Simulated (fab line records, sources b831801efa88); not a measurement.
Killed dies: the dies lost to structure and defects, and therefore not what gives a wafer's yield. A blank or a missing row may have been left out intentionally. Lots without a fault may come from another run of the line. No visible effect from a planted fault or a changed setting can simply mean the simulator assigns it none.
fab line records    flow sky130
[record] lots = 6  wafers = 18  last_day = 50
route steps=708 shown LOCAL_INTERCONNECT@389
lots with no fault: from the same line, run without faults
start_h: hours from the record's opening day to when the first of the lot's shown wafers began    wait_h: hours since the lot's step before    " as in the row above    L1.1+2: one row covering several wafers at once    - no value, or no start given    * or withheld: withheld    < > ~ a bound
route shown NAME@n: a module of which the file shows steps, and the number in the route of the first    usual: the fault-free wafers' mean and standard deviation    same: alike in all rows    chamber/n: place in a boat    sites: readings site by site    _std_site: standard deviation across them    _edge_site: inner sites' mean taken away from outer sites' mean    radius_mm: how far each site lies from the wafer's centre    mask NAME#n: copy n    behind: the most recent tool/chamber to have shaped the wafer    hold: the reason the lot was held/the length of the hold in hours/how it ended    device: transistor that didn't switch, given as n, p or np    end of line: at the end of the route, the tests of the same wafers    a step given without rows: its recipe and nothing more    killed: dies that structure and defects cost at the first sort, which is not the same as the wafer's yield    map: a wafer's dies, marking killed ones x, the rest . and places with no die _
set.NAME: the run value of the setting; set.NAME@STEP: its run value at that earlier step    model.NAME: the simulator's own value behind a step, which no gauge read
a table for each step, a row for each wafer; lots at some steps of the route
services: when a tool's chamber went out of use (start_h, in hours from the record's first day, below 0 if earlier), for how many hours, and the reason
[[steps]]
[step SKY_LOCAL_INTERCONNECT_THK_MEAS_02]
[recipe] thk_meas_gauge = xrf  reads = TiN_of_LOCAL_INTERCONNECT_SPUTTER_00
[usual] LOCAL_INTERCONNECT_TIN_THK = 98.9/0.84
lot.wafer  tool           chamber  start_h  wait_h  LOCAL_INTERCONNECT_TIN_THK[nm]
L564.2     film_metro-03  -        774.76   0.1     99.6
L564.5     "              -        "        "       99.8
L564.6     "              -        "        "       99.8
L565.2     film_metro-04  -        808.97   0.1     98.2
L565.5     "              -        "        "       98.7
L565.6     "              -        "        "       98.3
L569.1     film_metro-02  -        814.48   0.1     98.5
L569.2     "              -        "        "       98.3
L569.3     "              -        "        "       98.0
L572.1     film_metro-04  -        829.94   0.1     98.7
L572.4     "              -        "        "       99.0
L572.5     "              -        "        "       98.5
L574.1     film_metro-04  -        845.17   0.1     98.5
L574.2     "              -        "        "       99.1
L574.3     "              -        "        "       98.1
L575.2     film_metro-04  -        849.70   0.1     99.5
L575.5     "              -        "        "       99.8
L575.6     "              -        "        "       100.1
[step SKY_LOCAL_INTERCONNECT_DEHYDRATE_03]
[recipe] temp_c = 200  time_s = 60
[step SKY_LOCAL_INTERCONNECT_HMDS_04]
[recipe] prime_time_s = 60  prime_temp_c = 120
[step SKY_LOCAL_INTERCONNECT_COAT_05]
[recipe] resist = BARC  temp_c = withheld  time_s = withheld  spin_rpm = 3000  resist_thk_nm = 60
[step SKY_LOCAL_INTERCONNECT_COAT_06]
[recipe] resist = KrF-thick  spin_rpm = 3000  resist_thk_nm = 450
[step SKY_LOCAL_INTERCONNECT_SOFTBAKE_07]
[recipe] temp_c = 100  time_s = 88.57  resist = KrF-thick
[step SKY_LOCAL_INTERCONNECT_EXPOSE_08]
[recipe] mask_id = LI1M  na = 0.8  source_shape = annular  sigma_inner = 0.55  sigma_outer = 0.85  target_cd_nm = 170  dose_mj = 28
[step SKY_LOCAL_INTERCONNECT_PEB_09]
[recipe] peb_temp_c = withheld  peb_time_s = withheld  resist = KrF-thick
[step SKY_LOCAL_INTERCONNECT_DEVELOP_10]
[recipe] develop_time_s = 60  resist = KrF-thick  dev_temp_c = 21
[step SKY_LOCAL_INTERCONNECT_CD_MEAS_11]
[recipe] target_cd_nm = 170
[usual] cd_nm = 169.9/1.7
lot.wafer  tool       chamber  start_h  wait_h  cd_nm
L564.2     cd_sem-02  -        802.02   -       167.2
L564.5     "          -        "        "       166.8
L564.6     "          -        "        "       165.9
L565.2     cd_sem-02  -        835.38   -       172.7
L565.5     "          -        "        "       172.9
L565.6     "          -        "        "       172.7
L569.1     cd_sem-02  -        840.75   -       166.0
L569.2     "          -        "        "       165.5
L569.3     "          -        "        "       166.1
L572.1     cd_sem-02  -        855.66   -       168.6
L572.4     "          -        "        "       170.0
L572.5     "          -        "        "       169.6
L574.1     cd_sem-02  -        870.77   -       168.5
L574.2     "          -        "        "       169.9
L574.3     "          -        "        "       169.2
L575.2     cd_sem-02  -        876.32   -       170.3
L575.5     "          -        "        "       170.6
L575.6     "          -        "        "       169.7
[step SKY_LOCAL_INTERCONNECT_OVL_MEAS_12]
[usual] LOCAL_INTERCONNECT_OVL = 3/5.4
lot.wafer  tool        chamber  start_h  wait_h  LOCAL_INTERCONNECT_OVL[nm]
L564.2     overlay-01  -        802.13   0.1     7
L564.5     "           -        "        "       1
L564.6     "           -        "        "       10
L565.2     overlay-02  -        835.49   0.1     4
L565.5     "           -        "        "       1
L565.6     "           -        "        "       0
L569.1     overlay-02  -        840.87   0.1     -2
L569.2     "           -        "        "       2
L569.3     "           -        "        "       -1
L572.1     overlay-02  -        855.78   0.1     6
L572.4     "           -        "        "       4
L572.5     "           -        "        "       0
L574.1     overlay-02  -        870.89   0.1     6
L574.2     "           -        "        "       -3
L574.3     "           -        "        "       1
L575.2     overlay-02  -        876.43   0.1     -1
L575.5     "           -        "        "       9
L575.6     "           -        "        "       2
[step SKY_LOCAL_INTERCONNECT_ETCH_13]
[recipe] chemistry = N2/H2  target = BARC  ion_energy_ev = 200  bias_w = 100  pressure_mtorr = 30  n2_flow_sccm = 100  h2_flow_sccm = 200  icp_w = 500  stop_on = SiO2  time_s = 45.9  target_depth_a = 600
[usual] bias_w = 100.00/0.3  drypump_motor_current_A = 5.5/0.51  oes_product_au = 0.853/0.0048  throttle_valve_pct = 13.225/0.009
lot.wafer  tool          chamber  start_h  wait_h  bias_w  drypump_motor_current_A  oes_product_au  rf_hours_counter_h  throttle_valve_pct
L564.2     rie_metal-01  1        802.16   0.0     99.70   6.2                      0.860           4                   13.220
L564.5     "             1        "        "       100.15  6.2                      0.855           -                   13.217
L564.6     "             0        "        "       100.07  5.1                      0.856           -                   13.230
L565.2     rie_metal-04  1        835.52   0.0     100.20  5.0                      0.860           8                   13.217
L565.5     "             0        "        "       100.57  5.2                      0.847           -                   13.224
L565.6     "             1        "        "       99.57   5.0                      0.850           -                   13.215
L569.1     rie_metal-03  1        840.91   0.0     100.18  5.5                      0.860           8                   13.220
L569.2     "             0        "        "       99.46   6.1                      0.851           4                   13.228
L569.3     "             1        "        "       100.39  5.5                      0.858           -                   13.219
L572.1     rie_metal-04  0        855.82   0.0     100.37  5.2                      0.854           9                   13.225
L572.4     "             0        "        "       100.40  5.2                      0.852           -                   13.226
L572.5     "             1        "        "       100.25  5.0                      0.859           -                   13.209
L574.1     rie_metal-03  0        870.92   0.0     100.32  6.1                      0.849           5                   13.236
L574.2     "             0        "        "       100.16  6.1                      0.849           -                   13.228
L574.3     "             0        "        "       100.35  6.2                      0.849           -                   13.207
L575.2     rie_metal-04  1        876.46   0.0     100.00  4.9                      0.851           9                   13.217
L575.5     "             1        "        "       99.35   5.0                      0.851           -                   13.227
L575.6     "             0        "        "       99.68   5.2                      0.857           -                   13.221
[step SKY_LOCAL_INTERCONNECT_METAL_ETCH_14]
[recipe] target_depth_nm = 110  stop_on = PSG  chemistry = Cl2/BCl3  target = TiN  resist_sidewall_deg = 88  pressure_mtorr = 10  icp_w = 900  bias_w = 48.5  Cl2_flow_sccm = 60  bcl3_flow_sccm = 30  time_s = 31.4
[usual] bcl3_flow_sccm = 30.00/0.082  bias_w = 48.50/0.12  drypump_motor_current_A = 5.5/0.51  mfc_cl2_sccm = 60.02/0.16  oes_product_au = 0.938/0.0067  throttle_valve_pct = 21.903/0.009
lot.wafer  tool          chamber  start_h  wait_h  bcl3_flow_sccm  bias_w  drypump_motor_current_A  mfc_cl2_sccm  oes_product_au  rf_hours_counter_h  throttle_valve_pct  model.KrF-thick_of_LOCAL_INTERCONNECT_COAT_06.thk_nm  model.LOCAL_INTERCONNECT.feature_depth_nm
L564.2     rie_metal-01  1        802.22   0.0     29.89           48.46   6.2                      59.96         0.947           4                   21.906              348.3                                                 100.4
L564.5     "             1        "        "       29.80           48.75   6.2                      60.01         0.947           -                   21.914              349.3                                                 100.4
L564.6     "             0        "        "       30.02           48.56   5.1                      60.14         0.948           -                   21.897              347.7                                                 100.7
L565.2     rie_metal-04  1        835.58   0.0     29.98           48.51   5.0                      59.97         0.929           8                   21.902              349.4                                                 98.37
L565.5     "             0        "        "       30.05           48.53   5.1                      60.04         0.934           -                   21.901              348.7                                                 98.78
L565.6     "             1        "        "       29.90           48.69   5.0                      60.27         0.936           -                   21.906              347.9                                                 98.38
L569.1     rie_metal-03  1        840.97   0.0     29.93           48.64   5.5                      60.19         0.938           8                   21.899              348.4                                                 99.48
L569.2     "             0        "        "       30.02           48.39   6.1                      59.85         0.945           4                   21.898              349                                                   99.34
L569.3     "             1        "        "       29.97           48.59   5.5                      60.11         0.939           -                   21.903              348.3                                                 99.21
L572.1     rie_metal-04  0        855.88   0.0     30.02           62.96   5.1                      60.19         0.945           9                   21.907              344.8                                                 102
L572.4     "             0        "        "       30.07           62.99   5.1                      60.07         0.935           -                   21.908              344.1                                                 101.8
L572.5     "             1        "        "       30.06           48.45   5.0                      59.92         0.931           -                   21.901              349.5                                                 99.29
L574.1     rie_metal-03  0        871.05   0.1     30.06           48.28   6.1                      60.05         0.943           6                   21.910              349.7                                                 98.76
L574.2     "             0        "        "       30.02           48.53   6.1                      59.89         0.939           -                   21.907              351                                                   99.73
L574.3     "             0        "        "       30.17           48.49   6.1                      60.17         0.925           -                   21.913              350.7                                                 98.57
L575.2     rie_metal-04  1        876.52   0.0     29.97           48.57   4.9                      60.05         0.936           9                   21.906              347.4                                                 100.3
L575.5     "             1        "        "       29.97           48.47   5.0                      59.98         0.946           -                   21.883              347.6                                                 100.4
L575.6     "             0        "        "       30.03           62.98   5.2                      59.82         0.949           -                   21.894              343                                                   103.2
[step SKY_LOCAL_INTERCONNECT_STRIP_15]
[recipe] chemistry = O2/N2  power_w = 1400  pressure_mtorr = 1500  platen_temp_c = withheld  o2_flow_sccm = 3000  n2_flow_sccm = 300  overash_fraction = 0.5
[usual] drypump_motor_current_A = 5.47/0.27  o2_flow_sccm = 3001/10  oes_product_au = 0.426/0.0043  strip_time_to_endpoint_s = 4.718/0.019
lot.wafer  tool             chamber  start_h  wait_h  drypump_motor_current_A  o2_flow_sccm  oes_product_au  rf_hours_counter_h  strip_time_to_endpoint_s
L564.2     plasma_asher-03  0        802.27   0.0     5.81                     2980          0.427           70                  4.734
L564.5     "                1        "        "       5.41                     3000          0.418           -                   4.722
L564.6     "                0        "        "       5.81                     2974          0.429           -                   4.733
L565.2     plasma_asher-04  0        835.63   0.0     5.73                     3010          0.425           9                   4.719
L565.5     "                0        "        "       5.74                     3021          0.432           -                   4.694
L565.6     "                1        "        "       5.56                     3021          0.425           -                   4.707
L569.1     plasma_asher-01  1        841.02   0.0     5.15                     3001          0.429           99                  4.732
L569.2     "                0        "        "       5.08                     3010          0.424           99                  4.733
L569.3     "                0        "        "       5.08                     3006          0.435           -                   4.718
L572.1     plasma_asher-01  1        855.93   0.0     5.13                     2991          0.417           101                 4.681
L572.4     "                1        "        "       5.12                     2994          0.420           -                   4.674
L572.5     "                0        "        "       5.09                     2991          0.427           -                   4.738
L574.1     plasma_asher-04  0        871.15   0.1     5.73                     3006          0.424           13                  4.723
L574.2     "                1        "        "       5.53                     3000          0.425           13                  4.738
L574.3     "                1        "        "       5.53                     2996          0.432           -                   4.733
L575.2     plasma_asher-01  0        876.57   0.0     5.10                     2977          0.426           103                 4.702
L575.5     "                1        "        "       5.12                     3010          0.431           -                   4.714
L575.6     "                0        "        "       5.10                     3004          0.423           -                   4.656
[step SKY_LOCAL_INTERCONNECT_STRIP_16]
[recipe] chemistry = post_etch_residue_remover  time_s = 1200  temp_c = 72.5
[[services]]
tool             chamber  start_h  hours  kind
rie_metal-03     -        783.93   2.8    pm
rie_metal-01     -        794.38   2.8    pm
rie_metal-01     0        802.82   -      clean
rie_metal-01     0        802.82   22.9   scheduled_down
rie_metal-01     0        802.82   22.9   vent_cycle
rie_metal-04     0        812.80   5.4    repair
rie_metal-03     1        816.78   10.1   repair
plasma_asher-01  -        837.53   0.8    repair
rie_metal-01     1        839.60   2.5    repair
rie_metal-03     1        869.24   9.3    repair
rie_metal-04     -        873.23   0.8    repair
[[key]]
[first_sign] step = SKY_LOCAL_INTERCONNECT_METAL_ETCH_14  reading = bias_w  direction = up  sigmas = 99+  usual = 48.50  struck = 62.98
[effect] step = SKY_LOCAL_INTERCONNECT_STRIP_15  reading = strip_time_to_endpoint_s  direction = down  sigmas = 2.5  usual = *  struck = *
[model_effect] step = SKY_LOCAL_INTERCONNECT_METAL_ETCH_14  value = KrF-thick_of_LOCAL_INTERCONNECT_COAT_06.thk_nm  without = 347.9  struck = 344
met_at SKY_LOCAL_INTERCONNECT_METAL_ETCH_14
struck_wafers L572.1,L572.4,L575.6
tester_left_out L572,L575
onset_between 835.58 855.88
[fault] kind = process_parameter_drift  tool = rie_metal-04  chamber = 0  onset_h = 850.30  steps = SKY_LOCAL_INTERCONNECT_METAL_ETCH_14  channel = bias_w  offset = 14.536  shape = step  end_h = 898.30  acts_in = these_recipes_only  stated = 48.5
// tester_left_out: of these lots the tester's yield and bins aren't shown, on N5 and GAA mostly nor the transistor test; their killed dies are dies lost to structure and defects alone, not to doping, threshold or leakage, so they don't give the yield
